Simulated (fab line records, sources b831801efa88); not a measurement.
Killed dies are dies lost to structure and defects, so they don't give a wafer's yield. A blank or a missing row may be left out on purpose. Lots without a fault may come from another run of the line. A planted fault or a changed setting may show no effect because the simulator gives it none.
fab line records | flow sky130
record lots=12 wafers=36 last_day=49
route steps=708 shown METAL3@564 VIA3@574 METAL4@600 CAP2M@605 PAD_OPEN@708
lots that met no fault: from a run of the same line without faults
start_h: hours from the record's first day to the start of the lot's first wafer shown | wait_h: hours since the lot's step before | " the same as in the row above | L1.1+2: a row that stands for several wafers | - no value, or no start given | * or withheld: withheld | < > ~ a bound
route shown NAME@n: a module of which the file shows steps, and the number in the route of the first | usual: mean/standard deviation of fault-free wafers | same: alike in all rows | chamber/n: place in a boat | sites: the reading at each site | _std_site: their standard deviation | _edge_site: outer sites' mean less inner sites' | radius_mm: how far each site lies from the wafer's centre | mask NAME#n: copy n | behind: the tool/chamber that last shaped the wafer | hold: why the lot was held/for how many hours/how that ended | device: the transistor (n, p or np) that didn't switch | end of line: the same wafers' tests at the end of the route | a step without rows: its recipe alone | killed: dies lost to structure and defects at the first sort, not the wafer's yield | map: a wafer's dies, x killed, . not, _ none there
set.NAME: the setting as run; set.NAME@STEP: as run at that earlier step | model.NAME: the simulator's own value behind a step, which no gauge read
steps of the route over a sample of lots; a table a step, a row a wafer
services: from which hour (start_h, from the record's first day; less than 0 if before it) a tool's chamber was out of use, for how many hours, and why
## steps
# step SKY_METAL3_OVL_MEAS_14
# usual METAL3_OVL=1/4.6
# columns lot.wafer tool chamber start_h wait_h METAL3_OVL[nm]
L508.1 overlay-01 - 884.18 0.1 0
L508.4 " - " " -2
L508.6 " - " " -7
L509.2 overlay-02 - 903.44 0.1 1
L509.3 " - " " -1
L509.6 " - " " -2
L511.2 overlay-01 - 914.36 0.1 3
L511.3 " - " " 0
L511.4 " - " " 2
L512.2 overlay-01 - 943.24 0.1 2
L512.5 " - " " 5
L512.6 " - " " 8
L513.1 overlay-01 - 951.05 0.1 8
L513.3 " - " " 6
L513.6 " - " " 5
L515.2 overlay-02 - 955.20 0.1 -5
L515.4 " - " " -3
L515.5 " - " " 1
L517.3 overlay-01 - 965.61 0.1 1
L517.4 " - " " 0
L517.6 " - " " 4
L519.1 overlay-02 - 972.10 0.1 -2
L519.3 " - " " 2
L519.4 " - " " 1
L520.1 overlay-01 - 982.86 0.1 -4
L520.4 " - " " 5
L520.6 " - " " -2
L522.1 overlay-02 - 999.40 0.1 6
L522.3 " - " " 9
L522.5 " - " " 6
L524.1 overlay-02 - 1020.33 0.1 8
L524.4 " - " " 1
L524.6 " - " " 5
L525.1 overlay-02 - 1025.60 0.1 1
L525.2 " - " " 2
L525.4 " - " " 2
# step SKY_VIA3_THK_MEAS_01
# recipe reads=SiO2_of_VIA3_HDPCVD_00
# usual VIA3_HDPCVD_THK=1634/16
# columns lot.wafer tool chamber start_h wait_h VIA3_HDPCVD_THK[nm]
L508.1 film_metro-04 - 885.45 0.1 1628
L508.4 " - " " 1638
L508.6 " - " " 1621
L509.2 film_metro-02 - 904.73 0.1 1600
L509.3 " - " " 1603
L509.6 " - " " 1604
L511.2 film_metro-02 - 915.49 0.1 1634
L511.3 " - " " 1637
L511.4 " - " " 1620
L512.2 film_metro-02 - 944.49 0.1 1662
L512.5 " - " " 1647
L512.6 " - " " 1646
L513.1 film_metro-04 - 952.61 0.1 1651
L513.3 " - " " 1630
L513.6 " - " " 1644
L515.2 film_metro-03 - 956.45 0.1 1606
L515.4 " - " " 1601
L515.5 " - " " 1627
L517.3 film_metro-02 - 966.78 0.1 1639
L517.4 " - " " 1632
L517.6 " - " " 1626
L519.1 film_metro-02 - 973.37 0.1 1640
L519.3 " - " " 1640
L519.4 " - " " 1652
L520.1 film_metro-03 - 984.03 0.1 1639
L520.4 " - " " 1633
L520.6 " - " " 1640
L522.1 film_metro-04 - 1000.52 0.1 1671
L522.3 " - " " 1625
L522.5 " - " " 1650
L524.1 film_metro-03 - 1021.46 0.1 1596
L524.4 " - " " 1615
L524.6 " - " " 1622
L525.1 film_metro-02 - 1026.77 0.1 1635
L525.2 " - " " 1646
L525.4 " - " " 1604
# step SKY_METAL4_SPUTTER_02
# recipe material=AlCu target_thk_nm=735 power_w=10600 time_s=39.1 chamber_pressure_pa=0.4
# usual cathode_dc_power_W=10600/2.1 chamber_pressure_pa=0.4000/0.00074 throttle_valve_pct=30.0/0.99
# columns lot.wafer tool chamber start_h wait_h cathode_dc_power_W chamber_pressure_pa throttle_valve_pct
L508.1 pvd_sputter-03 - 911.73 0.0 10600 0.3989 28.2
L508.4 " - " " 10597 0.3999 30.1
L508.6 " - " " 10600 0.3985 28.1
L509.2 pvd_sputter-01 - 932.02 0.0 10596 0.3998 28.7
L509.3 " - " " 10598 0.4012 29.6
L509.6 " - " " 10601 0.4007 29.6
L511.2 pvd_sputter-01 - 941.70 0.0 10599 0.4000 29.9
L511.3 " - " " 10599 0.3992 28.8
L511.4 " - " " 10602 0.4014 30.4
L512.2 pvd_sputter-01 - 971.31 0.0 10597 0.4005 28.4
L512.5 " - " " 10595 0.3996 29.4
L512.6 " - " " 10600 0.4009 30.5
L513.1 pvd_sputter-02 - 979.33 0.0 10596 0.4001 29.9
L513.3 " - " " 10598 0.3997 32.3
L513.6 " - " " 10599 0.3990 30.0
L515.2 pvd_sputter-02 - 984.12 0.0 10600 0.3997 30.0
L515.4 " - " " 10597 0.4001 32.3
L515.5 " - " " 10601 0.3999 30.0
L517.3 pvd_sputter-01 - 992.75 0.0 10601 0.3993 28.9
L517.4 " - " " 10600 0.4000 29.5
L517.6 " - " " 10604 0.3986 28.9
L519.1 pvd_sputter-01 - 998.05 0.0 10601 0.4004 29.3
L519.3 " - " " 10596 0.4001 30.0
L519.4 " - " " 10599 0.3994 29.4
L520.1 pvd_sputter-03 - 1008.38 0.0 10601 0.3998 29.9
L520.4 " - " " 10599 0.4007 28.0
L520.6 " - " " 10599 0.4000 28.1
L522.1 pvd_sputter-02 - 1025.43 0.0 - - -
L522.3 " - " " - - -
L522.5 " - " " - - -
L524.1 pvd_sputter-02 - 1045.27 0.0 - - -
L524.4 " - " " - - -
L524.6 " - " " - - -
L525.1 pvd_sputter-02 - 1050.96 0.0 - - -
L525.2 " - " " - - -
L525.4 " - " " - - -
# step SKY_CAP2M_SPUTTER_02
# recipe material=TiN target_thk_nm=200 temp_c=300 power_w=6500 time_s=166.7 chamber_pressure_pa=0.4
# usual cathode_dc_power_W=6499.9/1.1 chamber_pressure_pa=0.4000/0.00077 throttle_valve_pct=29.8/0.85
# columns lot.wafer tool chamber start_h wait_h cathode_dc_power_W chamber_pressure_pa throttle_valve_pct
L508.1 pvd_sputter-02 - 911.92 0.1 6499.3 0.4008 29.9
L508.4 " - " " 6499.0 0.3992 29.9
L508.6 " - " " 6499.6 0.4006 30.0
L509.2 pvd_sputter-04 - 932.21 0.0 6501.0 0.3992 29.7
L509.3 " - " " 6500.5 0.4005 28.8
L509.6 " - " " 6498.8 0.4001 28.7
L511.2 pvd_sputter-04 - 941.89 0.0 6501.7 0.3989 29.3
L511.3 " - " " 6497.3 0.3998 28.9
L511.4 " - " " 6500.0 0.3988 29.2
L512.2 pvd_sputter-04 - 971.50 0.0 6500.7 0.3999 30.7
L512.5 " - " " 6500.7 0.4010 29.2
L512.6 " - " " 6500.4 0.3993 30.5
L513.1 pvd_sputter-04 - 979.51 0.1 6501.9 0.3998 29.2
L513.3 " - " " 6499.5 0.3996 30.6
L513.6 " - " " 6500.9 0.4002 29.3
L515.2 pvd_sputter-04 - 984.30 0.0 6502.0 0.3989 29.2
L515.4 " - " " 6502.6 0.3995 29.7
L515.5 " - " " 6498.2 0.4007 30.7
L517.3 pvd_sputter-02 - 992.94 0.0 6499.5 0.3985 32.1
L517.4 " - " " 6499.1 0.4002 30.1
L517.6 " - " " 6499.6 0.4019 30.2
L519.1 pvd_sputter-04 - 998.25 0.1 6499.7 0.4011 28.8
L519.3 " - " " 6497.7 0.4001 29.6
L519.4 " - " " 6498.9 0.3997 29.3
L520.1 pvd_sputter-02 - 1008.56 0.1 6498.9 0.3996 32.2
L520.4 " - " " 6500.8 0.3989 30.0
L520.6 " - " " 6501.8 0.3998 29.7
L522.1 pvd_sputter-01 - 1025.62 0.1 6499.9 0.4006 29.4
L522.3 " - " " 6499.6 0.3999 30.0
L522.5 " - " " 6499.4 0.4008 30.6
L524.1 pvd_sputter-01 - 1045.46 0.1 6499.0 0.4008 28.9
L524.4 " - " " 6498.9 0.4001 29.3
L524.6 " - " " 6499.7 0.4000 28.7
L525.1 pvd_sputter-04 - 1051.15 0.1 6498.9 0.3997 29.6
L525.2 " - " " 6500.1 0.3994 29.1
L525.4 " - " " 6500.2 0.3997 28.6
# step SKY_PAD_OPEN_PROBE_99
# usual defect_limited_yield=82.4/2.1 killed_at_M0_to_M3=44/7 killed_at_M4_up=3.0/1.9 killed_at_contacts=24/5.4 killed_at_front_end=15/4.6 killed_at_other=0.3/0.5 killed_dies=87/10 killed_on_rim=17/3.5 killed_open=47/7 killed_short=40/6.2 sort_bin_3_pad_short=0.9/0.5 sort_bin_5_function=10.4/1.4 sort_bin_6_memory=6.3/1.2 sort_n_pass=405/10 sort_yield_pct=82.4/2.1
# same gross_dies=492 killed_at_back_side=0 sort_bin_4_leakage[%]=0 sort_bin_8_speed[%]=0
# columns lot.wafer tool chamber start_h wait_h defect_limited_yield[%] killed_at_M0_to_M3 killed_at_M4_up killed_at_contacts killed_at_front_end killed_at_other killed_dies killed_on_rim killed_open killed_short sort_bin_3_pad_short[%] sort_bin_5_function[%] sort_bin_6_memory[%] sort_n_pass sort_yield_pct[%]
L508.1 prober-02 - 1058.39 0.1 84.6 44 2 19 11 0 76 15 41 35 0.6 10.2 4.7 416 84.6
L508.4 prober-02 - 1058.54 0.2 78.7 54 6 26 19 0 105 20 49 56 1.2 12.8 7.3 387 78.7
L508.6 prober-02 - 1058.64 0.2 80.7 51 3 27 13 1 95 16 45 50 1.4 10.2 7.7 397 80.7
L509.2 prober-01 - 1076.75 0.1 83.3 45 3 22 12 0 82 16 43 39 1.0 9.6 6.1 410 83.3
L509.3 prober-01 - 1076.80 0.2 83.9 39 0 24 16 0 79 19 46 33 0.4 11.2 4.5 413 83.9
L509.6 prober-01 - 1076.95 0.2 83.9 42 3 21 13 0 79 18 43 36 0.4 8.9 6.7 413 83.9
L511.2 prober-01 - 1085.20 0.1 84.1 39 3 26 9 1 78 20 38 40 0.8 8.9 6.1 414 84.1
L511.3 prober-01 - 1085.25 0.2 84.3 40 2 20 15 0 77 12 50 27 0.8 9.1 5.7 415 84.3
L511.4 prober-01 - 1085.30 0.2 87.0 35 3 13 13 0 64 10 33 31 0.2 6.9 5.9 428 87.0
L512.2 prober-02 - 1109.06 0.1 84.3 48 1 11 17 0 77 15 43 34 0.2 10.2 5.3 415 84.3
L512.5 prober-02 - 1109.21 0.2 85.8 37 2 14 17 0 70 14 42 28 0.8 8.1 5.3 422 85.8
L512.6 prober-02 - 1109.26 0.2 82.9 49 4 18 13 0 84 18 43 41 1.4 10.8 4.9 408 82.9
L513.1 prober-01 - 1115.03 0.1 86.4 28 2 17 20 0 67 8 34 33 1.2 7.9 4.5 425 86.4
L513.3 prober-01 - 1115.13 0.2 79.3 46 6 27 23 0 102 16 64 38 2.0 12.4 6.3 390 79.3
L513.6 prober-01 - 1115.28 0.2 83.3 37 2 24 19 0 82 19 45 37 0.8 10.0 5.9 410 83.3
L515.2 prober-01 - 1120.14 0.1 81.7 46 4 26 13 1 90 15 43 47 1.0 10.8 6.5 402 81.7
L515.4 prober-01 - 1120.24 0.2 80.1 57 4 27 9 1 98 18 46 52 1.2 11.0 7.7 394 80.1
L515.5 prober-01 - 1120.29 0.2 81.5 58 0 24 9 0 91 19 54 37 1.0 10.8 6.7 401 81.5
L517.3 prober-01 - 1128.21 0.2 80.7 56 5 18 16 0 95 17 49 46 1.4 11.8 6.1 397 80.7
L517.4 prober-01 - 1128.26 0.2 81.7 58 1 19 12 0 90 18 50 40 0.8 10.8 6.7 402 81.7
L517.6 prober-01 - 1128.36 0.2 83.7 45 2 17 16 0 80 15 47 33 0.2 9.8 6.3 412 83.7
L519.1 prober-02 - 1131.05 0.1 83.1 41 3 22 17 0 83 14 45 38 0.4 10.0 6.5 409 83.1
L519.3 prober-02 - 1131.15 0.2 77.6 57 2 31 20 0 110 22 58 52 1.6 11.4 9.3 382 77.6
L519.4 prober-02 - 1131.20 0.2 80.5 48 1 31 15 1 96 21 50 46 1.0 11.8 6.7 396 80.5
L520.1 prober-02 - 1140.65 0.1 83.7 43 2 22 12 1 80 17 48 32 0.4 11.4 4.5 412 83.7
L520.4 prober-02 - 1140.80 0.2 81.3 46 7 22 17 0 92 19 59 33 0.8 10.6 7.3 400 81.3
L520.6 prober-02 - 1140.90 0.2 81.1 35 2 33 23 0 93 17 57 36 2.0 11.6 5.3 399 81.1
L522.1 prober-02 - 1151.81 0.1 0 36 426 12 17 1 492 96 35 32 0.8 94.7 4.5 0 0
L522.3 prober-02 - 1151.91 0.2 0 61 394 21 15 1 492 96 52 50 1.2 90.7 8.1 0 0
L522.5 prober-02 - 1152.01 0.2 0 45 397 28 22 0 492 96 57 44 0.6 90.0 9.3 0 0
L524.1 prober-01 - 1170.05 0.1 0 41 419 16 15 1 492 96 45 28 0.2 93.9 5.9 0 0
L524.4 prober-01 - 1170.20 0.2 0 46 407 28 11 0 492 96 49 36 1.2 93.3 5.5 0 0
L524.6 prober-01 - 1170.30 0.2 0 46 401 24 21 0 492 96 46 48 0.8 93.3 5.9 0 0
L525.1 prober-02 - 1174.84 0.1 0 34 420 24 14 0 492 96 40 33 0 94.1 5.9 0 0
L525.2 prober-02 - 1174.89 0.1 0 38 421 20 13 0 492 96 42 31 0.4 94.1 5.5 0 0
L525.4 prober-02 - 1174.99 0.2 0 39 413 27 13 0 492 96 41 39 0.4 92.9 6.7 0 0
# killed by level:class
L508.1 VIA1:geometric_particle:open=10 VIA2:geometric_particle:open=8 METAL1:geometric_particle:short=7 LI_CONTACT:geometric_particle:open=6 CONTACT:geometric_particle:open=6 LOCAL_INTERCONNECT:geometric_particle:short=4 VIA3:geometric_particle:open=4 FIELD_ISO:geometric_particle:short=3
L508.4 VIA1:geometric_particle:open=10 CONTACT:geometric_particle:short=9 VIA1:geometric_particle:short=9 METAL1:geometric_particle:short=8 POLY_GATE:geometric_particle:open=7 VIA3:geometric_particle:open=7 LI_CONTACT:geometric_particle:open=7 METAL2:geometric_particle:short=6
L508.6 CONTACT:geometric_particle:open=9 VIA1:geometric_particle:open=9 METAL2:geometric_particle:short=8 CONTACT:geometric_particle:short=7 METAL1:geometric_particle:short=7 VIA2:geometric_particle:open=7 VIA3:geometric_particle:open=7 VIA1:geometric_particle:short=5
L509.2 CONTACT:geometric_particle:open=10 VIA1:geometric_particle:open=9 METAL1:geometric_particle:short=8 VIA2:geometric_particle:short=8 VIA2:geometric_particle:open=5 VIA3:geometric_particle:open=5 CONTACT:geometric_particle:short=4 FIELD_ISO:geometric_particle:short=3
L509.3 CONTACT:geometric_particle:open=13 VIA1:geometric_particle:open=9 LI_CONTACT:geometric_particle:open=7 VIA2:geometric_particle:short=6 VIA2:geometric_particle:open=5 POLY_GATE:geometric_particle:short=5 VIA3:geometric_particle:open=5 METAL1:geometric_particle:short=4
L509.6 VIA1:geometric_particle:open=9 CONTACT:geometric_particle:open=8 METAL1:geometric_particle:short=7 VIA2:geometric_particle:open=7 LI_CONTACT:geometric_particle:open=5 FIELD_ISO:geometric_particle:open=4 POLY_GATE:geometric_particle:short=4 VIA1:geometric_particle:short=4
L511.2 CONTACT:geometric_particle:open=10 METAL2:geometric_particle:short=8 VIA1:geometric_particle:open=6 METAL1:geometric_particle:short=5 VIA1:geometric_particle:short=5 VIA3:geometric_particle:open=5 LI_CONTACT:geometric_particle:open=4 LOCAL_INTERCONNECT:geometric_particle:short=4
L511.3 CONTACT:geometric_particle:open=10 VIA3:geometric_particle:open=8 VIA1:geometric_particle:short=6 POLY_GATE:geometric_particle:open=5 LI_CONTACT:geometric_particle:open=5 VIA1:geometric_particle:open=5 METAL2:geometric_particle:short=5 VIA2:geometric_particle:open=5
L511.4 CONTACT:geometric_particle:open=6 METAL1:geometric_particle:short=6 VIA1:geometric_particle:open=6 VIA2:geometric_particle:open=5 POLY_GATE:geometric_particle:open=4 VIA3:geometric_particle:open=4 FIELD_ISO:geometric_particle:short=3 POLY_GATE:geometric_particle:short=3
L512.2 VIA1:geometric_particle:open=10 VIA3:geometric_particle:open=8 VIA2:geometric_particle:open=7 METAL1:geometric_particle:short=7 POLY_GATE:geometric_particle:open=5 CONTACT:geometric_particle:open=5 FIELD_ISO:geometric_particle:open=4 VIA1:geometric_particle:short=4
L512.5 VIA1:geometric_particle:open=13 CONTACT:geometric_particle:open=6 VIA3:geometric_particle:open=6 FIELD_ISO:geometric_particle:short=4 METAL2:geometric_particle:short=4 VIA2:geometric_particle:open=4 POLY_GATE:geometric_particle:open=3 LI_CONTACT:geometric_particle:short=3
L512.6 VIA3:geometric_particle:open=10 VIA2:geometric_particle:open=8 LI_CONTACT:geometric_particle:open=6 METAL2:geometric_particle:short=6 METAL1:geometric_particle:short=5 CONTACT:geometric_particle:open=5 VIA1:geometric_particle:open=5 VIA2:geometric_particle:short=5
L513.1 LOCAL_INTERCONNECT:geometric_particle:short=6 VIA3:geometric_particle:open=6 POLY_GATE:geometric_particle:short=5 VIA1:geometric_particle:open=5 VIA2:geometric_particle:open=5 FIELD_ISO:geometric_particle:short=4 CONTACT:geometric_particle:open=4 FIELD_ISO:geometric_particle:open=3
L513.3 FIELD_ISO:geometric_particle:open=11 LI_CONTACT:geometric_particle:open=10 CONTACT:geometric_particle:open=9 VIA3:geometric_particle:open=7 VIA1:geometric_particle:short=6 POLY_GATE:geometric_particle:open=6 VIA2:geometric_particle:open=6 CONTACT:geometric_particle:short=5
L513.6 VIA1:geometric_particle:open=8 LI_CONTACT:geometric_particle:open=7 CONTACT:geometric_particle:open=7 CONTACT:geometric_particle:short=7 POLY_GATE:geometric_particle:open=6 METAL2:geometric_particle:short=6 VIA3:geometric_particle:open=5 FIELD_ISO:geometric_particle:open=3
L515.2 VIA1:geometric_particle:open=9 METAL2:geometric_particle:short=9 LI_CONTACT:geometric_particle:open=8 LI_CONTACT:geometric_particle:short=5 CONTACT:geometric_particle:short=5 SPACER:geometric_particle:open=4 METAL4:geometric_particle:short=4 METAL1:geometric_particle:open=4
L515.4 VIA3:geometric_particle:open=11 LI_CONTACT:geometric_particle:open=8 VIA1:geometric_particle:open=8 VIA1:geometric_particle:short=7 METAL1:geometric_particle:short=7 CONTACT:geometric_particle:open=6 VIA2:geometric_particle:open=6 METAL2:geometric_particle:short=6
L515.5 VIA1:geometric_particle:open=13 VIA3:geometric_particle:open=12 METAL1:geometric_particle:short=11 CONTACT:geometric_particle:open=8 FIELD_ISO:geometric_particle:open=4 LI_CONTACT:geometric_particle:open=4 LOCAL_INTERCONNECT:geometric_particle:short=4 CONTACT:geometric_particle:short=4
L517.3 VIA2:geometric_particle:open=11 VIA1:geometric_particle:open=9 METAL2:geometric_particle:short=9 LI_CONTACT:geometric_particle:open=8 FIELD_ISO:geometric_particle:short=7 VIA2:geometric_particle:short=6 METAL1:geometric_particle:short=6 CONTACT:geometric_particle:open=4
L517.4 VIA1:geometric_particle:open=14 METAL2:geometric_particle:short=7 CONTACT:geometric_particle:open=6 METAL1:geometric_particle:short=6 VIA3:geometric_particle:open=6 FIELD_ISO:geometric_particle:open=5 LI_CONTACT:geometric_particle:open=5 VIA1:geometric_particle:short=5
L517.6 VIA2:geometric_particle:open=9 CONTACT:geometric_particle:open=7 VIA1:geometric_particle:open=7 LI_CONTACT:geometric_particle:open=6 METAL1:geometric_particle:short=6 VIA1:geometric_particle:short=6 METAL2:geometric_particle:short=5 POLY_GATE:geometric_particle:open=4
L519.1 VIA1:geometric_particle:open=10 CONTACT:geometric_particle:open=9 FIELD_ISO:geometric_particle:open=7 VIA1:geometric_particle:short=6 LI_CONTACT:geometric_particle:open=5 VIA2:geometric_particle:open=5 FIELD_ISO:geometric_particle:short=4 METAL1:geometric_particle:short=4
L519.3 VIA1:geometric_particle:open=16 CONTACT:geometric_particle:open=14 METAL1:geometric_particle:short=8 CONTACT:geometric_particle:short=7 POLY_GATE:geometric_particle:open=6 VIA2:geometric_particle:short=6 LI_CONTACT:geometric_particle:open=6 VIA1:geometric_particle:short=6
L519.4 LI_CONTACT:geometric_particle:open=10 VIA1:geometric_particle:open=10 CONTACT:geometric_particle:open=9 VIA1:geometric_particle:short=9 CONTACT:geometric_particle:short=7 VIA3:geometric_particle:open=7 METAL2:geometric_particle:short=6 FIELD_ISO:geometric_particle:short=5
L520.1 VIA1:geometric_particle:open=14 CONTACT:geometric_particle:open=8 VIA2:geometric_particle:open=8 LI_CONTACT:geometric_particle:open=5 LI_CONTACT:geometric_particle:short=4 METAL1:geometric_particle:short=4 VIA3:geometric_particle:open=4 METAL2:geometric_particle:short=3
L520.4 CONTACT:geometric_particle:open=12 VIA3:geometric_particle:open=11 VIA1:geometric_particle:open=9 VIA2:geometric_particle:open=8 LI_CONTACT:geometric_particle:open=7 METAL4:geometric_particle:short=6 FIELD_ISO:geometric_particle:short=5 VIA2:geometric_particle:short=5
L520.6 VIA1:geometric_particle:open=10 POLY_GATE:geometric_particle:open=8 CONTACT:geometric_particle:open=8 CONTACT:geometric_particle:short=8 LI_CONTACT:geometric_particle:open=7 FIELD_ISO:geometric_particle:open=5 VIA2:geometric_particle:open=5 VIA3:geometric_particle:open=5
L522.1 METAL4:area_sputter=425 VIA1:geometric_particle:open=11 FIELD_ISO:geometric_particle:open=6 VIA3:geometric_particle:open=5 POLY_GATE:geometric_particle:short=4 LOCAL_INTERCONNECT:geometric_particle:short=4 VIA1:geometric_particle:short=4 METAL2:geometric_particle:short=4
L522.3 METAL4:area_sputter=390 VIA1:geometric_particle:open=12 VIA3:geometric_particle:open=10 CONTACT:geometric_particle:open=8 METAL2:geometric_particle:short=7 VIA3:geometric_particle:short=6 VIA1:geometric_particle:short=6 METAL1:geometric_particle:open=6
L522.5 METAL4:area_sputter=391 VIA1:geometric_particle:open=13 LOCAL_INTERCONNECT:geometric_particle:short=9 CONTACT:geometric_particle:open=8 METAL1:geometric_particle:short=8 FIELD_ISO:geometric_particle:short=7 VIA2:geometric_particle:open=6 VIA3:geometric_particle:open=6
L524.1 METAL4:area_sputter=419 VIA1:geometric_particle:open=10 VIA3:geometric_particle:open=9 VIA2:geometric_particle:open=9 LI_CONTACT:geometric_particle:open=4 CONTACT:geometric_particle:short=4 FIELD_ISO:geometric_particle:short=3 POLY_GATE:geometric_particle:short=3
L524.4 METAL4:area_sputter=407 CONTACT:geometric_particle:open=11 VIA2:geometric_particle:open=10 LI_CONTACT:geometric_particle:open=8 METAL1:geometric_particle:short=8 VIA1:geometric_particle:open=8 VIA1:geometric_particle:short=5 METAL2:geometric_particle:short=5
L524.6 METAL4:area_sputter=398 VIA2:geometric_particle:open=10 LI_CONTACT:geometric_particle:open=9 CONTACT:geometric_particle:short=8 VIA1:geometric_particle:short=8 POLY_GATE:geometric_particle:short=7 VIA3:geometric_particle:open=7 FIELD_ISO:geometric_particle:open=6
L525.1 METAL4:area_sputter=419 VIA1:geometric_particle:open=12 LI_CONTACT:geometric_particle:open=8 METAL2:geometric_particle:short=7 CONTACT:geometric_particle:open=5 LOCAL_INTERCONNECT:geometric_particle:short=5 VIA2:geometric_particle:open=5 FIELD_ISO:geometric_particle:open=4
L525.2 METAL4:area_sputter=419 CONTACT:geometric_particle:open=12 METAL2:geometric_particle:short=8 VIA1:geometric_particle:open=7 FIELD_ISO:geometric_particle:open=6 METAL1:geometric_particle:short=6 FIELD_ISO:geometric_particle:short=3 LI_CONTACT:geometric_particle:open=3
L525.4 METAL4:area_sputter=412 VIA1:geometric_particle:open=10 CONTACT:geometric_particle:open=9 CONTACT:geometric_particle:short=8 VIA2:geometric_particle:open=5 POLY_GATE:geometric_particle:short=4 LI_CONTACT:geometric_particle:open=4 LOCAL_INTERCONNECT:geometric_particle:short=4
## services
# columns tool chamber start_h hours kind
pvd_sputter-04 3 931.64 - consumable_replace:kit
pvd_sputter-04 3 931.64 18.0 scheduled_down
pvd_sputter-04 3 931.64 18.0 vent_cycle
pvd_sputter-01 2 984.82 - consumable_replace:kit
pvd_sputter-01 2 984.82 18.0 scheduled_down
pvd_sputter-01 2 984.82 18.0 vent_cycle
pvd_sputter-03 - 991.75 2.1 repair
pvd_sputter-01 - 1008.20 1.7 repair
pvd_sputter-02 3 1025.53 - consumable_replace:kit
pvd_sputter-02 3 1025.53 18.0 scheduled_down
pvd_sputter-02 3 1025.53 18.0 vent_cycle
pvd_sputter-03 1 1042.97 - consumable_replace:kit
pvd_sputter-03 1 1042.97 18.0 scheduled_down
pvd_sputter-03 1 1042.97 18.0 vent_cycle
## key
first_sign step=SKY_METAL4_SPUTTER_02 reading=tool_record direction=missing
effect step=SKY_PAD_OPEN_PROBE_99 reading=killed_at_M4_up direction=up sigmas=99+ usual=3.0 struck=410.9
more_kills_born_at SKY_METAL4_SPUTTER_02@pvd_sputter-02=3680
met_at SKY_METAL4_SPUTTER_02
struck_lots L522,L524,L525
later_rows_left_out L522.1,L522.3,L522.5,L524.1,L524.4,L524.6,L525.1,L525.2,L525.4
not_acting_at SKY_METAL3_OVL_MEAS_14,SKY_VIA3_THK_MEAS_01,SKY_CAP2M_SPUTTER_02
onset_between 984.12 1025.43
fault kind=skipped_step_whole tool=pvd_sputter-02 chamber=- onset_h=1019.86 steps=SKY_METAL4_SPUTTER_02 scope=struck_lots_only
# later_rows_left_out: the simulator's readings of these wafers behind a module that went badly wrong aren't trusted and aren't shown, but for the sort
